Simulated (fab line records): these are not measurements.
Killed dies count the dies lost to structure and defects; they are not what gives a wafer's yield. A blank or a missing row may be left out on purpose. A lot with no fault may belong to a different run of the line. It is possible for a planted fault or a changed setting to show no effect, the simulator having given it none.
fab line records	flow sky130
[record] lots = 6	wafers = 18	last-day = 50
route steps=708 shown CONTACT@417 METAL1@434 VIA1@458 PAD_OPEN@708
lots that met no fault: taken from a fault-free run of the same line
start-h: hours from the record's opening day to when the first of the lot's shown wafers began	wait-h: hours from the lot's prior step to this one	" identical to the entry in the row above	L1.1+2: a single row standing in for several wafers	- either no value or no given start	* or withheld: withheld	< > ~ a bound
route shown NAME@n: names a module that has steps shown in the file, with the first one's number in the route	usual: mean/standard deviation of fault-free wafers	same: alike in all rows	chamber/n: place in a boat	sites: each site's reading	_std_site: standard deviation across them	_edge_site: inner sites' mean taken away from outer sites' mean	radius-mm: how far each site lies from the wafer's centre	mask NAME#n: copy n	behind: the last tool/chamber to shape the wafer	hold: the reason the lot was held/the length of the hold in hours/how it ended	device: which transistor (n, p or np) failed to switch	end of line: tests of these same wafers at the route's end	step lacking rows: just its recipe	killed: dies that structure and defects cost at the first sort, which is not the same as the wafer's yield	map: per-die view of a wafer (x killed, . not killed, _ where there is no die)
set.NAME: setting as actually run; set.NAME@STEP: the setting as run at that earlier step	model.NAME: the simulator's own value behind a step, which no gauge read
a table for each step, a row for each wafer; lots at some steps of the route
services: the hour from which a tool's chamber was out of use, counted from the record's first day as start-h (under 0 if before that day), plus the number of hours and why
[[steps]]
[step SKY_CONTACT_EXPOSE_11]
[recipe] mask-id = CTM1	na = 0.8	source-shape = annular	sigma-inner = 0.55	sigma-outer = 0.85	target-cd-nm = 170	dose-mj = 38
[step SKY_CONTACT_PEB_12]
[recipe] peb-temp-c = withheld	peb-time-s = withheld	resist = KrF-thick
[step SKY_CONTACT_DEVELOP_13]
[recipe] develop-time-s = 60	resist = KrF-thick	dev-temp-c = 21
[step SKY_CONTACT_CD_MEAS_14]
[recipe] target-cd-nm = 170
[usual] cd-nm = 170.2/1.7
lot.wafer	tool	chamber	start-h	wait-h	cd-nm
L229.1	cd-sem-01	-	782.77	-	169.6
L229.4	"	-	"	"	169.5
L229.6	"	-	"	"	170.0
L231.2	cd-sem-01	-	795.23	-	170.4
L231.3	"	-	"	"	169.5
L231.4	"	-	"	"	170.6
L240.1	cd-sem-01	-	860.48	-	168.8
L240.3	"	-	"	"	167.1
L240.6	"	-	"	"	168.0
L241.2	cd-sem-01	-	866.33	-	170.8
L241.5	"	-	"	"	172.9
L241.6	"	-	"	"	171.4
L242.1	cd-sem-02	-	874.82	-	170.8
L242.2	"	-	"	"	169.4
L242.5	"	-	"	"	168.6
L246.1	cd-sem-02	-	898.11	-	170.1
L246.4	"	-	"	"	169.4
L246.5	"	-	"	"	169.5
[step SKY_CONTACT_OVL_MEAS_15]
[usual] CONTACT_OVL = -3/4.8
lot.wafer	tool	chamber	start-h	wait-h	CONTACT_OVL[nm]
L229.1	overlay-02	-	782.89	0.1	-4
L229.4	"	-	"	"	7
L229.6	"	-	"	"	6
L231.2	overlay-02	-	796.55	1.3	-6
L231.3	"	-	"	"	-1
L231.4	"	-	"	"	-8
L240.1	overlay-01	-	860.60	0.1	4
L240.3	"	-	"	"	0
L240.6	"	-	"	"	-3
L241.2	overlay-02	-	866.44	0.1	-2
L241.5	"	-	"	"	-6
L241.6	"	-	"	"	-2
L242.1	overlay-01	-	874.94	0.1	-9
L242.2	"	-	"	"	-7
L242.5	"	-	"	"	-8
L246.1	overlay-01	-	898.23	0.1	-1
L246.4	"	-	"	"	-8
L246.5	"	-	"	"	-2
[step SKY_CONTACT_ETCH_16]
[recipe] chemistry = N2/H2	target = BARC	ion-energy-ev = 200	source-w = 500	bias-w = 100	pressure-mtorr = 30	n2-flow-sccm = 100	h2-flow-sccm = 200	stop-on = SiO2	time-s = 45.9	target-depth-a = 600
[step SKY_CONTACT_ETCH_17]
[recipe] target = SiO2	chemistry = C4F8/O2/Ar	stop-on = Si3N4	mask-material = KrF-thick	source-w = 1500	bias-w = 1200	pressure-mtorr = 40	c4f8-flow-sccm = withheld	O2_flow_sccm = 6	Ar_flow_sccm = 300	time-s = withheld	target-depth-a = 3400
[step SKY_CONTACT_ETCH_18]
[recipe] target = Si3N4	chemistry = CHF3/O2	stop-on = TiN	source-w = 600	bias-w = 200	pressure-mtorr = 40	chf3-flow-sccm = 50	O2_flow_sccm = 5	time-s = 39	target-depth-a = 750
[usual] chamber-pressure-mTorr = 40.00/0.034	drypump-motor-current-A = 5.7/0.39	oes-product-au = 0.854/0.007	throttle-valve-pct = 8.792/0.0091
lot.wafer	tool	chamber	start-h	wait-h	chamber-pressure-mTorr	drypump-motor-current-A	oes-product-au	rf-hours-counter-h	throttle-valve-pct
L229.1	rie-diel-02	0	-	-	39.98	5.4	0.846	15	8.786
L229.4	"	2	"	"	40.03	5.3	0.853	18	8.809
L229.6	"	0	"	"	40.02	5.4	0.851	-	8.785
L231.2	rie-diel-01	2	-	-	39.99	6.4	0.843	21	8.796
L231.3	"	0	"	"	40.04	4.9	0.841	17	8.780
L231.4	"	1	"	"	39.99	6.2	0.847	4	8.793
L240.1	rie-diel-02	2	-	-	39.99	5.3	0.853	21	8.790
L240.3	"	1	"	"	39.99	5.9	0.851	21	8.783
L240.6	"	2	"	"	40.05	5.3	0.856	-	8.784
L241.2	rie-diel-03	3	-	-	40.07	5.4	0.851	20	8.773
L241.5	"	1	"	"	40.06	5.8	0.858	-	8.791
L241.6	"	0	"	"	40.02	5.8	0.854	-	8.791
L242.1	rie-diel-02	1	-	-	40.04	5.9	0.855	21	8.804
L242.2	"	3	"	"	39.96	5.7	0.853	0	8.790
L242.5	"	1	"	"	39.97	5.9	0.864	-	8.790
L246.1	rie-diel-02	1	-	-	40.07	5.9	0.849	22	8.782
L246.4	"	0	"	"	40.01	5.5	0.849	19	8.797
L246.5	"	2	"	"	40.01	5.3	0.857	-	8.802
[step SKY_CONTACT_STRIP_19]
[recipe] chemistry = O2/N2	power-w = 1400	pressure-mtorr = 1500	platen-temp-c = withheld	o2-flow-sccm = 3000	n2-flow-sccm = 300	overash-fraction = 0.5
[step SKY_CONTACT_STRIP_20]
[recipe] chemistry = post-etch-residue-remover	time-s = 1200	temp-c = 72.5
[step SKY_CONTACT_CLEAN_21]
[recipe] chemistry = IPA	time-s = 180	temp-c = 25
[step SKY_CONTACT_CLEAN_22]
[recipe] chemistry = O3/DIW	dry = n2-spin
[step SKY_CONTACT_SPUTTER_23]
[recipe] material = TiN	target-thk-nm = 20	chamber-pressure-pa = 5	power-w = 4000	time-s = 80
[usual] throttle-valve-pct = 30.1/0.96
lot.wafer	tool	chamber	start-h	wait-h	throttle-valve-pct
L229.1	pvd-sputter-01	-	783.65	0.0	30.3
L229.4	"	-	"	"	31.1
L229.6	"	-	"	"	31.1
L231.2	pvd-sputter-02	-	797.51	0.0	30.5
L231.3	"	-	"	"	31.3
L231.4	"	-	"	"	29.9
L240.1	pvd-sputter-02	-	861.46	0.0	30.1
L240.3	"	-	"	"	31.8
L240.6	"	-	"	"	30.1
L241.2	pvd-sputter-01	-	867.29	0.0	28.6
L241.5	"	-	"	"	31.0
L241.6	"	-	"	"	30.5
L242.1	pvd-sputter-01	-	875.71	0.0	30.4
L242.2	"	-	"	"	28.6
L242.5	"	-	"	"	28.2
L246.1	pvd-sputter-02	-	899.05	0.0	30.3
L246.4	"	-	"	"	30.5
L246.5	"	-	"	"	31.6
[step SKY_CONTACT_CVD_24]
[recipe] material = W	target-thk-nm = 340	time-s = 102.12	temp-c = 400	pressure-torr = 40
[usual] heater-power-w = 972/84
lot.wafer	tool	chamber	start-h	wait-h	heater-power-w
L229.1	cvd-w-02	1	783.71	0.0	1074
L229.4	"	0	"	"	968
L229.6	"	1	"	"	1058
L231.2	cvd-w-02	1	797.58	0.0	1045
L231.3	"	1	"	"	1048
L231.4	"	0	"	"	960
L240.1	cvd-w-02	1	861.52	0.0	1043
L240.3	"	0	"	"	988
L240.6	"	0	"	"	970
L241.2	cvd-w-02	1	867.35	0.0	1059
L241.5	"	0	"	"	934
L241.6	"	1	"	"	1049
L242.1	cvd-w-01	0	875.77	0.0	808
L242.2	"	1	"	"	947
L242.5	"	0	"	"	800
L246.1	cvd-w-02	0	899.11	0.0	960
L246.4	"	1	"	"	1059
L246.5	"	0	"	"	965
[step SKY_CONTACT_RS_MEAS_25]
[recipe] thk-meas-gauge = four-point-probe	reads = W_of_CONTACT_CVD_24+TiN_of_CONTACT_SPUTTER_23
[usual] CONTACT_W_RS = 0.335/0.004
lot.wafer	tool	chamber	start-h	wait-h	CONTACT_W_RS[ohm/sq]
L229.1	film-metro-01	-	783.82	0.1	0.333
L229.4	"	-	"	"	0.334
L229.6	"	-	"	"	0.333
L231.2	film-metro-04	-	797.71	0.1	0.332
L231.3	"	-	"	"	0.335
L231.4	"	-	"	"	0.340
L240.1	film-metro-01	-	861.63	0.1	0.326
L240.3	"	-	"	"	0.334
L240.6	"	-	"	"	0.338
L241.2	film-metro-04	-	867.48	0.1	0.329
L241.5	"	-	"	"	0.338
L241.6	"	-	"	"	0.329
L242.1	film-metro-04	-	875.88	0.1	0.331
L242.2	"	-	"	"	0.340
L242.5	"	-	"	"	0.330
L246.1	film-metro-04	-	899.22	0.1	0.342
L246.4	"	-	"	"	0.331
L246.5	"	-	"	"	0.342
[step SKY_CONTACT_THK_MEAS_26]
[recipe] thk-meas-gauge = xrf	reads = W_of_CONTACT_CVD_24
[usual] CONTACT_W_THK = 346/4.3
lot.wafer	tool	chamber	start-h	wait-h	CONTACT_W_THK[nm]
L229.1	film-metro-01	-	783.94	0.1	349
L229.4	"	-	"	"	346
L229.6	"	-	"	"	349
L231.2	film-metro-04	-	797.82	0.1	353
L231.3	"	-	"	"	349
L231.4	"	-	"	"	344
L240.1	film-metro-01	-	861.75	0.1	357
L240.3	"	-	"	"	349
L240.6	"	-	"	"	344
L241.2	film-metro-04	-	867.59	0.1	353
L241.5	"	-	"	"	343
L241.6	"	-	"	"	354
L242.1	film-metro-04	-	876.00	0.1	351
L242.2	"	-	"	"	342
L242.5	"	-	"	"	351
L246.1	film-metro-04	-	899.34	0.1	336
L246.4	"	-	"	"	349
L246.5	"	-	"	"	338
[step SKY_CONTACT_CMP_27]
[recipe] stop-on = SiO2	t-overpolish-s = 15	down-force-psi = 3.5	platen-rpm = 60	target-thk-nm = 0	pad-velocity-m-s = 0.94248
[usual] motor-current-A = 11.0/1.3	overpolish-run-s = 15.000/0.0091	platen-rpm = 59.99/0.041	retaining-ring-pressure-frac = 0.999/0.0051	time-to-endpoint-s = 81.8/2.6
lot.wafer	tool	chamber	start-h	wait-h	motor-current-A	overpolish-run-s	platen-rpm	retaining-ring-pressure-frac	time-to-endpoint-s
L229.4	cmp-01	1	784.00	0.0	9.6	15.006	59.99	0.992	82.4
L229.1	"	3	"	"	10.8	15.011	60.02	0.996	78.5
L229.6	"	2	"	"	13.7	15.006	60.02	1.007	77.8
L231.2	cmp-02	1	797.89	0.1	11.9	14.995	60.01	0.998	87.3
L231.3	"	2	"	"	10.8	14.991	59.92	1.000	81.0
L231.4	"	3	"	"	9.3	15.012	60.00	1.007	81.7
L240.3	cmp-02	3	861.86	0.1	9.2	14.992	59.94	1.000	81.1
L240.1	"	0	"	"	10.9	14.997	59.97	1.002	83.8
L240.6	"	2	"	"	10.5	14.989	60.04	0.993	80.5
L241.2	cmp-01	0	867.79	0.2	10.3	15.011	59.97	1.001	88.4
L241.6	"	1	"	"	10.0	15.004	60.01	1.000	81.1
L241.5	"	2	"	"	13.0	14.990	60.01	1.000	82.3
L242.2	cmp-01	2	876.27	0.2	14.0	14.980	59.99	0.994	80.9
L242.1	"	1	"	"	10.0	15.000	60.02	1.003	85.0
L242.5	"	2	"	"	13.3	14.993	59.87	1.003	84.4
L246.1	cmp-01	1	899.45	0.1	9.7	14.986	60.00	1.004	76.9
L246.4	"	2	"	"	12.5	15.001	60.03	0.999	82.7
L246.5	"	0	"	"	10.3	15.003	59.94	1.005	82.4
[step SKY_METAL1_SPUTTER_00]
[recipe] material = Ti	target-thk-nm = 15	power-w = 3000	time-s = 10	chamber-pressure-pa = 0.4
[step SKY_METAL1_SPUTTER_01]
[recipe] material = TiN	target-thk-nm = 20	power-w = 6500	time-s = 16.7	chamber-pressure-pa = 0.4
[step SKY_METAL1_SPUTTER_02]
[recipe] material = AlCu	target-thk-nm = 250	power-w = 10600	time-s = 13.3	chamber-pressure-pa = 0.4
[usual] throttle-valve-pct = 30.1/0.7
lot.wafer	tool	chamber	start-h	wait-h	throttle-valve-pct
L229.1	pvd-sputter-04	-	784.35	0.0	30.7
L229.4	"	-	"	"	29.4
L229.6	"	-	"	"	29.6
L231.2	pvd-sputter-02	-	825.76	0.0	31.4
L231.3	"	-	"	"	30.4
L231.4	"	-	"	"	30.4
L240.1	pvd-sputter-02	-	862.16	0.0	30.0
L240.3	"	-	"	"	31.6
L240.6	"	-	"	"	30.0
L241.2	pvd-sputter-04	-	867.99	0.0	30.8
L241.5	"	-	"	"	30.9
L241.6	"	-	"	"	29.7
L242.1	pvd-sputter-04	-	876.62	0.0	29.5
L242.2	"	-	"	"	31.2
L242.5	"	-	"	"	31.1
L246.1	pvd-sputter-04	-	899.75	0.0	29.7
L246.4	"	-	"	"	31.2
L246.5	"	-	"	"	29.6
[step SKY_METAL1_SPUTTER_03]
[recipe] material = Ti	target-thk-nm = 5	power-w = 3000	time-s = 3.3	chamber-pressure-pa = 0.4
[step SKY_METAL1_SPUTTER_04]
[recipe] material = TiN	target-thk-nm = 70	power-w = 6500	time-s = 58.3	chamber-pressure-pa = 0.4
[step SKY_METAL1_RS_MEAS_05]
[recipe] thk-meas-gauge = four-point-probe	reads = TiN_of_METAL1_SPUTTER_04+Ti_of_METAL1_SPUTTER_03+AlCu_of_METAL1_SPUTTER_02+TiN_of_METAL1_SPUTTER_01+Ti_of_METAL1_SPUTTER_00
[usual] METAL1_ALCU_RS = 0.1270/0.0012
lot.wafer	tool	chamber	start-h	wait-h	METAL1_ALCU_RS[ohm/sq]
L229.1	film-metro-04	-	784.44	0.0	0.1269
L229.4	"	-	"	"	0.1255
L229.6	"	-	"	"	0.1280
L231.2	film-metro-03	-	825.87	0.0	0.1270
L231.3	"	-	"	"	0.1267
L231.4	"	-	"	"	0.1264
L240.1	film-metro-02	-	862.25	0.0	0.1264
L240.3	"	-	"	"	0.1268
L240.6	"	-	"	"	0.1259
L241.2	film-metro-03	-	868.10	0.0	0.1253
L241.5	"	-	"	"	0.1263
L241.6	"	-	"	"	0.1247
L242.1	film-metro-02	-	876.71	0.0	0.1264
L242.2	"	-	"	"	0.1255
L242.5	"	-	"	"	0.1256
L246.1	film-metro-04	-	899.84	0.0	0.1265
L246.4	"	-	"	"	0.1261
L246.5	"	-	"	"	0.1241
[step SKY_METAL1_THK_MEAS_06]
[recipe] thk-meas-gauge = xrf	reads = AlCu_of_METAL1_SPUTTER_02
[usual] METAL1_ALCU_THK = 253.2/2.5
lot.wafer	tool	chamber	start-h	wait-h	METAL1_ALCU_THK[nm]
L229.1	film-metro-04	-	784.56	0.1	253.6
L229.4	"	-	"	"	255.3
L229.6	"	-	"	"	252.2
L231.2	film-metro-03	-	825.98	0.1	255.2
L231.3	"	-	"	"	254.3
L231.4	"	-	"	"	255.4
L240.1	film-metro-02	-	862.37	0.1	257.1
L240.3	"	-	"	"	254.6
L240.6	"	-	"	"	256.7
L241.2	film-metro-03	-	868.21	0.1	257.6
L241.5	"	-	"	"	253.7
L241.6	"	-	"	"	257.9
L242.1	film-metro-02	-	876.83	0.1	253.7
L242.2	"	-	"	"	255.7
L242.5	"	-	"	"	255.3
L246.1	film-metro-04	-	899.96	0.1	252.0
L246.4	"	-	"	"	254.2
L246.5	"	-	"	"	257.9
[step SKY_METAL1_DEHYDRATE_07]
[recipe] temp-c = 200	time-s = 60
[step SKY_METAL1_HMDS_08]
[recipe] prime-time-s = 60	prime-temp-c = 120
[step SKY_METAL1_COAT_09]
[recipe] resist = BARC	temp-c = withheld	time-s = withheld	spin-rpm = 3000	resist-thk-nm = 60
[step SKY_METAL1_COAT_10]
[recipe] resist = KrF-thick	spin-rpm = 3000	resist-thk-nm = 450
[step SKY_METAL1_SOFTBAKE_11]
[recipe] temp-c = 100	time-s = 90	resist = KrF-thick
[step SKY_METAL1_EXPOSE_12]
[recipe] mask-id = MM1	na = 0.8	source-shape = annular	sigma-inner = 0.55	sigma-outer = 0.85	target-cd-nm = 140	dose-mj = 28
[step SKY_METAL1_PEB_13]
[recipe] peb-temp-c = withheld	peb-time-s = withheld	resist = KrF-thick
[step SKY_METAL1_DEVELOP_14]
[recipe] develop-time-s = 60	resist = KrF-thick	dev-temp-c = 21
[step SKY_METAL1_CD_MEAS_15]
[recipe] target-cd-nm = 140
[usual] cd-nm = 140.4/1.5
lot.wafer	tool	chamber	start-h	wait-h	cd-nm
L229.1	cd-sem-01	-	810.09	-	141.3
L229.4	"	-	"	"	139.7
L229.6	"	-	"	"	142.1
L231.2	cd-sem-01	-	852.31	-	138.9
L231.3	"	-	"	"	139.1
L231.4	"	-	"	"	138.6
L240.1	cd-sem-01	-	888.49	-	141.0
L240.3	"	-	"	"	140.8
L240.6	"	-	"	"	140.2
L241.2	cd-sem-01	-	893.88	-	142.4
L241.5	"	-	"	"	141.9
L241.6	"	-	"	"	142.7
L242.1	cd-sem-01	-	902.44	-	140.5
L242.2	"	-	"	"	141.0
L242.5	"	-	"	"	140.7
L246.1	cd-sem-01	-	924.84	-	139.7
L246.4	"	-	"	"	140.3
L246.5	"	-	"	"	141.7
[step SKY_METAL1_OVL_MEAS_16]
[usual] METAL1_OVL = 0/5.9
lot.wafer	tool	chamber	start-h	wait-h	METAL1_OVL[nm]
L229.1	overlay-01	-	810.21	0.1	-1
L229.4	"	-	"	"	-5
L229.6	"	-	"	"	-4
L231.2	overlay-02	-	852.41	0.1	-5
L231.3	"	-	"	"	-6
L231.4	"	-	"	"	-10
L240.1	overlay-01	-	888.61	0.1	-2
L240.3	"	-	"	"	-6
L240.6	"	-	"	"	0
L241.2	overlay-01	-	893.98	0.1	3
L241.5	"	-	"	"	2
L241.6	"	-	"	"	-1
L242.1	overlay-01	-	902.56	0.1	-4
L242.2	"	-	"	"	2
L242.5	"	-	"	"	-8
L246.1	overlay-01	-	924.96	0.1	5
L246.4	"	-	"	"	0
L246.5	"	-	"	"	10
[step SKY_METAL1_DESCUM_17]
[recipe] chemistry = O2	source-power-w = 150	bias-power-w = 0	pressure-mtorr = 10	temp-c = 40	time-s = 8
[step SKY_METAL1_ETCH_18]
[recipe] chemistry = N2/H2	target = BARC	ion-energy-ev = 200	bias-w = 100	pressure-mtorr = 30	n2-flow-sccm = 100	h2-flow-sccm = 200	icp-w = 500	stop-on = SiO2	time-s = 45.9	target-depth-a = 600
[usual] chamber-pressure-mTorr = 30.002/0.027	drypump-motor-current-A = 5.88/0.27	he-backside-leak-sccm = 3.5/0.3	oes-product-au = 0.855/0.0043	throttle-valve-pct = 13.224/0.0099
lot.wafer	tool	chamber	start-h	wait-h	chamber-pressure-mTorr	drypump-motor-current-A	he-backside-leak-sccm	oes-product-au	rf-hours-counter-h	throttle-valve-pct
L229.1	rie-metal-02	0	810.28	0.0	30.003	5.66	3.4	0.861	15	13.235
L229.4	"	1	"	"	29.992	5.81	3.2	0.855	-	13.224
L229.6	"	0	"	"	30.049	5.64	3.4	0.857	-	13.221
L231.2	rie-metal-02	1	852.47	0.0	29.988	5.85	3.4	0.851	10	13.236
L231.3	"	1	"	"	29.990	5.83	3.5	0.857	-	13.226
L231.4	"	0	"	"	30.002	5.63	3.6	0.855	-	13.221
L240.1	rie-metal-01	0	888.67	0.0	30.023	5.46	3.5	0.855	13	13.218
L240.3	"	1	"	"	29.982	6.15	3.5	0.850	-	13.225
L240.6	"	0	"	"	29.987	5.48	3.4	0.864	-	13.224
L241.2	rie-metal-01	0	894.04	0.0	30.020	5.46	3.4	0.858	14	13.213
L241.5	"	1	"	"	30.007	6.16	3.4	0.858	-	13.234
L241.6	"	0	"	"	29.970	5.49	3.1	0.864	-	13.221
L242.1	rie-metal-02	1	902.62	0.0	30.016	5.84	3.4	0.851	13	13.242
L242.2	"	0	"	"	29.977	5.64	3.3	0.859	1	13.219
L242.5	"	1	"	"	30.006	5.83	3.2	0.852	-	13.219
L246.1	rie-metal-01	0	925.02	0.0	29.993	5.50	3.3	0.854	15	13.230
L246.4	"	0	"	"	29.980	5.49	3.6	0.850	-	13.226
L246.5	"	1	"	"	30.009	6.16	3.7	0.861	-	13.214
[step SKY_METAL1_METAL_ETCH_19]
[recipe] target-depth-a = 3600	stop-on = SiO2	over-etch-frac = 0.3	time-s = 78	chemistry = Cl2/BCl3	resist-sidewall-deg = 88	pressure-mtorr = 10	icp-w = 900	bias-w = 48.5	Cl2_flow_sccm = 60	bcl3-flow-sccm = 30
[step SKY_METAL1_STRIP_20]
[recipe] chemistry = O2/N2	power-w = 1400	pressure-mtorr = 1500	platen-temp-c = withheld	o2-flow-sccm = 3000	n2-flow-sccm = 300	overash-fraction = 0.5
[step SKY_METAL1_STRIP_21]
[recipe] chemistry = post-etch-residue-remover	time-s = 1200	temp-c = 72.5
[step SKY_METAL1_CLEAN_22]
[recipe] chemistry = IPA	time-s = 180	temp-c = 25
[step SKY_METAL1_CLEAN_23]
[recipe] chemistry = O3/DIW	dry = n2-spin
[step SKY_VIA1_HDPCVD_00]
[recipe] material = SiO2	target-thk-nm = 1030	sigma-open-frac = 0.3	time-s = 171.7	temp-c = 400	sih4-flow-sccm = 60	pressure-mtorr = 6
[step SKY_PAD_OPEN_PROBE_99]
[usual] killed_at_M0_to_M3 = 42/6.9	killed_at_M4_up = 3.2/1.7	killed-at-contacts = 23/5.5	killed-at-front-end = 16/4	killed-at-other = 0.4/0.55	killed-dies = 85/9.2	killed-open = 46/6.8	killed-short = 38/6.2
[same] gross-dies = 492	killed-at-back-side = 0
lot.wafer	tool	chamber	start-h	wait-h	killed_at_M0_to_M3	killed_at_M4_up	killed-at-contacts	killed-at-front-end	killed-at-other	killed-dies	killed-open	killed-short
L241.2	prober-01	-	1171.51	0.1	37	5	98	10	0	150	50	37
L241.5	prober-01	-	1171.66	0.2	37	3	72	14	1	127	44	36
L241.6	prober-01	-	1171.71	0.2	47	2	87	15	1	152	58	35
L242.1	prober-02	-	1176.48	0.1	31	6	88	18	0	143	40	41
L242.2	prober-02	-	1176.53	0.1	33	3	80	12	0	128	34	35
L242.5	prober-02	-	1176.68	0.2	34	1	89	13	1	138	43	34
// killed by level:class
L241.2 CONTACT:unspecified=63 CONTACT:geometric-particle:open=15 VIA1:geometric-particle:open=13 CONTACT:geometric-particle:short=10 LI_CONTACT:geometric-particle:open=6 FIELD_ISO:geometric-particle:short=4 VIA2:geometric-particle:open=4 VIA1:geometric-particle:short=4
L241.5 CONTACT:unspecified=47 CONTACT:geometric-particle:open=13 METAL2:geometric-particle:short=8 LI_CONTACT:geometric-particle:open=6 VIA2:geometric-particle:open=6 VIA1:geometric-particle:open=5 VIA1:geometric-particle:short=5 POLY_GATE:geometric-particle:open=4
L241.6 CONTACT:unspecified=59 VIA1:geometric-particle:open=14 CONTACT:geometric-particle:open=11 LI_CONTACT:geometric-particle:open=10 VIA3:geometric-particle:open=7 METAL1:geometric-particle:short=5 VIA1:geometric-particle:short=5 METAL2:geometric-particle:short=5
L242.1 CONTACT:unspecified=62 LI_CONTACT:geometric-particle:open=8 CONTACT:geometric-particle:open=7 VIA1:geometric-particle:open=7 FIELD_ISO:geometric-particle:open=5 POLY_GATE:geometric-particle:short=5 METAL3:geometric-particle:short=5 FIELD_ISO:geometric-particle:short=4
L242.2 CONTACT:unspecified=58 CONTACT:geometric-particle:open=9 VIA1:geometric-particle:open=9 METAL2:geometric-particle:short=7 CONTACT:geometric-particle:short=6 FIELD_ISO:geometric-particle:open=4 FIELD_ISO:geometric-particle:short=4 LI_CONTACT:geometric-particle:open=4
L242.5 CONTACT:unspecified=61 VIA1:geometric-particle:open=15 CONTACT:geometric-particle:open=11 LI_CONTACT:geometric-particle:short=7 VIA1:geometric-particle:short=5 FIELD_ISO:geometric-particle:short=4 POLY_GATE:geometric-particle:short=4 LI_CONTACT:geometric-particle:open=4
// map L241.6 (x killed, . not)
__________x...x....x_________
________..x..x......x._______
______.................x_____
_____.x..x.....x...x.x...____
____..xx.....x....x..xx...___
___.....x...x.....x........__
__.xxx.x.xx..............x.x_
_..x.x.......x.x.x..x...x....
_.xxxxx.x.x...xx.............
_x.xxxxxxxxx............x..x.
_xxxxxxxxx....x..x.........x.
_xxxxxxxxx.........x.xx......
_xxxxxxxxx.......x..x..x.x.x.
_xxxxxxxx....x...x.......x...
_.x.xxxxxxx.x..xx.x......xxxx
__x.xxxxx....xx..x.....x...._
___......xxx...x.....x.....__
____...x..............x.x.___
_____x..................x____
______.........x...xx.x._____
________x.x.......x..._______
__________..x...x..x_________
// map L242.1 (x killed, . not)
__________....x..x.._________
________....x.....x.xx_______
______....x.........x..._____
_____..........x.x.....x.____
____.........x........x.x.___
___......x...x..x....x....x__
__x..x........x.x......x...._
_.x..x....................x..
_.x.xxx.xxx...........x......
_xxxxxxxxx........xx.x....x..
_xxxxxxxxxx.........x........
_xxxxxxxxxxxx.x..............
_xxxxxxxx..x......x.x..x...x.
_xxxxxxxxx.x....x............
_xxxxxxxx..x.....x...x..xx..x
__xxxxx........x...x.xx....._
___..x.......x........x..xx__
____.x...x.........x.x.x..___
_____.....x.......xx..x..____
______..........x.x.x..x_____
________...xx...x....._______
__________.xx...x..._________
[[services]]
tool	chamber	start-h	hours	kind
cmp-02	-	769.86	2.8	repair
rie-metal-01	-	776.32	2.8	pm
cvd-w-02	-	798.61	6.9	pm
rie-metal-02	-	802.87	0.4	repair
rie-diel-02	3	806.79	18.7	repair
pvd-sputter-01	-	807.96	1.9	repair
rie-diel-02	-	812.75	14.6	pm
pvd-sputter-01	-	817.38	2.1	repair
pvd-sputter-01	-	817.56	1.5	repair
pvd-sputter-02	-	830.89	4.8	repair
rie-metal-02	0	838.67	1.7	repair
pvd-sputter-04	-	847.65	3.6	repair
rie-metal-01	-	861.80	0.6	repair
cmp-02	-	862.43	21.5	repair
pvd-sputter-01	-	866.11	1.0	repair
pvd-sputter-01	-	878.48	3.2	repair
cmp-01	-	883.16	2.1	repair
pvd-sputter-01	-	884.99	2.4	repair
cmp-02	-	894.13	1.2	repair
cmp-01	-	900.75	5.7	repair
cmp-02	-	905.50	1.2	repair
cmp-02	-	910.89	6.7	repair
cmp-01	-	912.45	4.0	pm
cmp-01	-	920.24	1.6	repair
[[key]]
[first-sign] step = SKY_PAD_OPEN_PROBE_99	reading = killed-at-contacts	direction = up	sigmas = 11	usual = 23	struck = 86
[effect] step = SKY_PAD_OPEN_PROBE_99	reading = killed-dies	direction = up	sigmas = 6	usual = 85	struck = 140
met-at SKY_CONTACT_SPUTTER_23
struck-wafers L241.2,L241.5,L241.6,L242.1,L242.2,L242.5
tester-left-out L241,L242
onset-between 783.65 867.29
[fault] kind = chamber-particle-source	tool = pvd-sputter-01	chamber = -	onset-h = 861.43	steps = SKY_CONTACT_SPUTTER_23	rate-per-visit-cm2 = 1.4432	end-h = 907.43
// tester-left-out: of these lots the tester's yield and bins aren't shown, on N5 and GAA mostly nor the transistor test; their killed dies are dies lost to structure and defects alone, not to doping, threshold or leakage, so they don't give the yield
